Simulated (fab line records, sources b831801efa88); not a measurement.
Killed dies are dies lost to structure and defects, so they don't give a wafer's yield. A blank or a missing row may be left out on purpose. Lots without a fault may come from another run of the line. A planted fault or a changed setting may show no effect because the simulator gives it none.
Problem report in the 8D (eight disciplines) form, filled by code | flow sfq_line | the parts of the form that need people (team, actions taken, sign-off) are left out

1. THE PROBLEM
spin_speed_rpm at SFQ_TRILAYER_M6_LITHO_COAT_159 reads a mean of 3058.1 rpm on 6 wafers of 2 lots; wafers without a fault read 3000.0 rpm with a standard deviation of 1.7. That is +34 standard deviations from the usual mean.
The step: resist thk 600 nm.
First seen on wafer L324.3, day 75 21:56, on litho_track-01. The record holds 42 wafers of 14 lots with a number at this step. Rule for "out", or "out of limits": more than 4 standard deviations from the usual mean. The other wafers with a number count as sound.

2. WHAT IT IS AND WHAT IT IS NOT
question                    | is                     | is not
which readings at this step | spin_speed_rpm         | -
which lots                  | L324, L325             | L312, L314, L316, L317, L319, L327, L328, L331, L332, L333, L334, L335
which wafers of those lots  | all that have a number | -
read on which tools         | litho_track-01         | litho_track-03, litho_track-04
when                        | from day 75 21:56      | up to then (15 sound wafers); but 21 sound wafers of L327, L328, L331, L332, L333, L334, L335 came after

3. SUSPECTS, AND WHAT RULES EACH OUT
Counting: a tool at a process step up to the reading stays a suspect if it ran every lot that is out and no sound lot after the first of them.
- litho_track-01 at SFQ_TRILAYER_M6_LITHO_COAT_159 (resist thk 600 nm): ruled out as a lasting fault. Sound lots L328, L331, L332 ran on it after its first lot that is out, L324 (day 75 21:56).
Left after counting: nothing in the record.

4. THE CAUSE (what the simulator had put in)
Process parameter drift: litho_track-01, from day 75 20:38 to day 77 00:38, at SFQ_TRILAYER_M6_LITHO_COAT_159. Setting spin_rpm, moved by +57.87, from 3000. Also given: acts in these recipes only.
Counting ruled it out, wrongly.

5. THE CHAIN OF EFFECTS, in route order
Each row: a reading whose mean over the struck wafers that have a number lies more than 3 standard deviations from the usual. Only readings for which the record gives a usual standard deviation are gone through. hours: the time from each lot's start at the first step in this table that gives one to its start at this step, as a median over the lots. sigmas: the change in usual standard deviations.
hours | step                           | reading        | usual      | on struck wafers | change | sigmas
0     | SFQ_TRILAYER_M6_LITHO_COAT_159 | spin_speed_rpm | 3000.0 rpm | 3058.1           | +58.1  | +34
The process steps in it:
- SFQ_TRILAYER_M6_LITHO_COAT_159: resist thk 600 nm.

6. WHAT WOULD HAVE CAUGHT IT SOONER
In this record the first reading out of limits was taken at day 75 21:56, 1 hour after the fault began at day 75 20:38.
